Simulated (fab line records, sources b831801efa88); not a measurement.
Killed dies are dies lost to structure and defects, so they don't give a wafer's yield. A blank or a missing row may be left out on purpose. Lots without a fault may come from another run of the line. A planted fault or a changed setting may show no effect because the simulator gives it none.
Which tool did it? | flow sky130 | 13 lots, 39 wafers sampled, at 5 steps of a route of 708

WHAT THE GAUGES READ, wafer by wafer
SKY_POLY_GATE_CD_MEAS_22. Usual: cd_nm 150.0 nm, standard deviation 2.4.
lot  | measured     | on        | cd_nm (nm)        | flag
L663 | day 17 03:58 | cd_sem-02 | 147.9 148.3 150.7 |
L664 | day 17 11:55 | cd_sem-01 | 151.8 153.3 152.5 |
L666 | day 17 21:11 | cd_sem-02 | 150.0 151.2 152.8 |
L667 | day 18 12:18 | cd_sem-02 | 148.6 150.4 148.7 |
L669 | day 19 04:18 | cd_sem-02 | 146.1 144.8 149.5 |
L670 | day 19 06:43 | cd_sem-01 | 149.0 146.8 146.8 |
L671 | day 19 11:45 | cd_sem-02 | 150.3 152.8 152.1 |
L672 | day 19 17:47 | cd_sem-01 | 148.8 148.4 148.9 |
L678 | day 21 23:28 | cd_sem-02 | 152.0 149.3 150.8 |
L682 | day 23 12:46 | cd_sem-02 | 150.2 146.2 146.1 |
L683 | day 23 17:25 | cd_sem-02 | 154.0 153.9 152.5 |
L684 | day 24 00:21 | cd_sem-02 | 148.3 150.9 151.4 |
L685 | day 24 03:05 | cd_sem-02 | 145.6 150.1 151.8 |

SKY_VIA2_RS_MEAS_22: measures by four-point-probe. Usual: VIA2_W_RS 0.275 ohm/sq, standard deviation 0.0031.
lot  | measured     | on            | VIA2_W_RS (ohm/sq) | flag
L663 | day 37 00:04 | film_metro-04 | 0.271 0.276 0.272  |
L664 | day 37 11:52 | film_metro-01 | 0.270 0.273 0.272  |
L666 | day 37 18:16 | film_metro-02 | 0.275 0.278 0.276  |
L667 | day 38 02:55 | film_metro-04 | 0.274 0.280 0.276  |
L669 | day 38 19:06 | film_metro-02 | 0.279 0.274 0.278  |
L670 | day 39 01:11 | film_metro-04 | 0.280 0.276 0.280  |
L671 | day 39 01:53 | film_metro-01 | 0.273 0.273 0.281  |
L672 | day 39 04:53 | film_metro-01 | 0.271 0.276 0.275  |
L678 | day 41 02:26 | film_metro-04 | 0.269 0.272 0.272  |
L682 | day 42 05:08 | film_metro-04 | 0.277 0.278 0.273  |
L683 | day 42 08:54 | film_metro-01 | 0.274 0.275 0.275  |
L684 | day 42 12:44 | film_metro-01 | 0.276 0.269 0.275  |
L685 | day 42 16:35 | film_metro-04 | 0.276 0.271 0.271  |

SKY_VIA3_THK_MEAS_01. Usual: VIA3_HDPCVD_THK 1638 nm, standard deviation 20.
lot  | measured     | on            | VIA3_HDPCVD_THK (nm) | flag
L663 | day 39 05:41 | film_metro-02 | 1656 1661 1634       |
L664 | day 39 17:06 | film_metro-02 | 1655 1648 1677       |
L666 | day 39 21:53 | film_metro-03 | 1630 1633 1617       |
L667 | day 40 08:30 | film_metro-01 | 1648 1669 1648       |
L669 | day 40 22:59 | film_metro-03 | 1636 1652 1646       |
L670 | day 41 05:17 | film_metro-01 | 1647 1663 1652       |
L671 | day 41 06:46 | film_metro-01 | 1639 1640 1612       |
L672 | day 41 07:50 | film_metro-03 | 1647 1644 1618       |
L678 | day 43 04:04 | film_metro-03 | 1111 1652 1110       | OFF
L682 | day 44 06:16 | film_metro-02 | 1616 1631 1627       |
L683 | day 44 10:10 | film_metro-01 | 1614 1613 1626       |
L684 | day 44 13:17 | film_metro-01 | 1621 1588 1620       |
L685 | day 44 16:16 | film_metro-01 | 1635 1629 1625       |

WHICH TOOL RAN EACH LOT (tool, then ch and the chambers of the sampled wafers, then the start)
lot  | SKY_VIA2_CVD_21               | SKY_VIA3_HDPCVD_00
L663 | cvd_w-02 ch 0,1, day 36 23:55 | hdpcvd-01 ch 0,1, day 39 05:30
L664 | cvd_w-02 ch 0,1, day 37 11:44 | hdpcvd-02 ch 1,2, day 39 16:55
L666 | cvd_w-01 ch 0,1, day 37 18:07 | hdpcvd-01 ch 0,1, day 39 21:43
L667 | cvd_w-01 ch 0,1, day 38 02:46 | hdpcvd-02 ch 0,1,2, day 40 08:23
L669 | cvd_w-02 ch 0,1, day 38 18:57 | hdpcvd-02 ch 1,2, day 40 22:49
L670 | cvd_w-02 ch 0,1, day 39 01:01 | hdpcvd-02 ch 0,1,2, day 41 05:07
L671 | cvd_w-02 ch 0,1, day 39 01:46 | hdpcvd-01 ch 0,1, day 41 06:35
L672 | cvd_w-02 ch 0,1, day 39 04:44 | hdpcvd-01 ch 0,1,2, day 41 07:43
L678 | cvd_w-01 ch 0, day 41 02:11   | hdpcvd-02 ch 0,2, day 43 03:49
L682 | cvd_w-02 ch 0,1, day 42 04:59 | hdpcvd-01 ch 0,1,2, day 44 06:09
L683 | cvd_w-01 ch 0,1, day 42 08:46 | hdpcvd-01 ch 0,1, day 44 09:57
L684 | cvd_w-01 ch 1, day 42 12:34   | hdpcvd-01 ch 0,1, day 44 13:07
L685 | cvd_w-02 ch 0,1, day 42 16:28 | hdpcvd-01 ch 0,1,2, day 44 16:06
- SKY_VIA2_CVD_21: deposits W, target thk 420 nm, time 126.4 s.
- SKY_VIA3_HDPCVD_00: deposits SiO2, target thk 1635 nm, time 272.5 s.

WHAT THE TOOLS THEMSELVES READ (means of the sampled wafers that have a number; where no wafer has one, the mark that the record gives instead)
SKY_VIA2_CVD_21. Usual: heater_power_outer_w 478 W, standard deviation 36; heater_power_w 782 W, standard deviation 82.
lot  | tool     | heater_power_outer_w (W) | heater_power_w (W) | flag
L663 | cvd_w-02 | 485                      | 826                |
L664 | cvd_w-02 | 490                      | 824                |
L666 | cvd_w-01 | 481                      | 756                |
L667 | cvd_w-01 | 477                      | 767                |
L669 | cvd_w-02 | 507                      | 861                |
L670 | cvd_w-02 | 506                      | 861                |
L671 | cvd_w-02 | 491                      | 831                |
L672 | cvd_w-02 | 487                      | 816                |
L678 | cvd_w-01 | 421                      | 643                |
L682 | cvd_w-02 | 507                      | 866                |
L683 | cvd_w-01 | 444                      | 681                |
L684 | cvd_w-01 | 468                      | 776                |
L685 | cvd_w-02 | 496                      | 832                |

SKY_VIA3_HDPCVD_00. Usual: run_length_s 300.5 s, standard deviation 0.56.
lot  | tool      | run_length_s (s) | flag
L663 | hdpcvd-01 | 300.3            |
L664 | hdpcvd-02 | 301.0            |
L666 | hdpcvd-01 | 300.0            |
L667 | hdpcvd-02 | 300.6            |
L669 | hdpcvd-02 | 300.9            |
L670 | hdpcvd-02 | 300.7            |
L671 | hdpcvd-01 | 299.9            |
L672 | hdpcvd-01 | 300.0            |
L678 | hdpcvd-02 | 242.2            | OFF
L682 | hdpcvd-01 | 300.3            |
L683 | hdpcvd-01 | 300.8            |
L684 | hdpcvd-01 | 300.3            |
L685 | hdpcvd-01 | 300.2            |

THE ANSWER, worked out from the rows above alone
Rule: a lot is off if the mean of its wafers that have a number lies more than 3 standard deviations from the usual mean. A lot without any number at a reading at which 4 lots or more have one is off too. The other lots that the step has rows for count as sound. The gauges are gone through in route order, then the tools' own readings, and for those a lot's mean is taken as printed above. The first step at which some lot is off is used, and at that step the reading that is off furthest; a lot without a number counts as furthest.
Off: L678, at SKY_VIA3_THK_MEAS_01 (VIA3_HDPCVD_THK).
A tool fits if, at a process step before that reading, it ran every lot that is off, and no sound lot after the first of them. The gauges at SKY_VIA3_THK_MEAS_01 aren't tried: what is off there is off at SKY_VIA3_HDPCVD_00 too, on other tools, and a gauge's error can't cause that. One fits: hdpcvd-02 at SKY_VIA3_HDPCVD_00. Its last sound lot is L670 (day 41 05:07), its first lot that is off L678 (day 43 03:49): a fault that began between those two fits.
The tool's own readings at SKY_VIA3_HDPCVD_00 bear it out: on the lots that are off they differ by more than 5 times the standard deviation of the sound lots' means. run_length_s reads 242.2 s there against 300.4 s on the sound lots.

WHAT THE SIMULATOR HAD PUT IN
Process parameter drift: hdpcvd-02, from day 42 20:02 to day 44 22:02, at SKY_VIA3_HDPCVD_00. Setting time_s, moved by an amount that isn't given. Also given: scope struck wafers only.
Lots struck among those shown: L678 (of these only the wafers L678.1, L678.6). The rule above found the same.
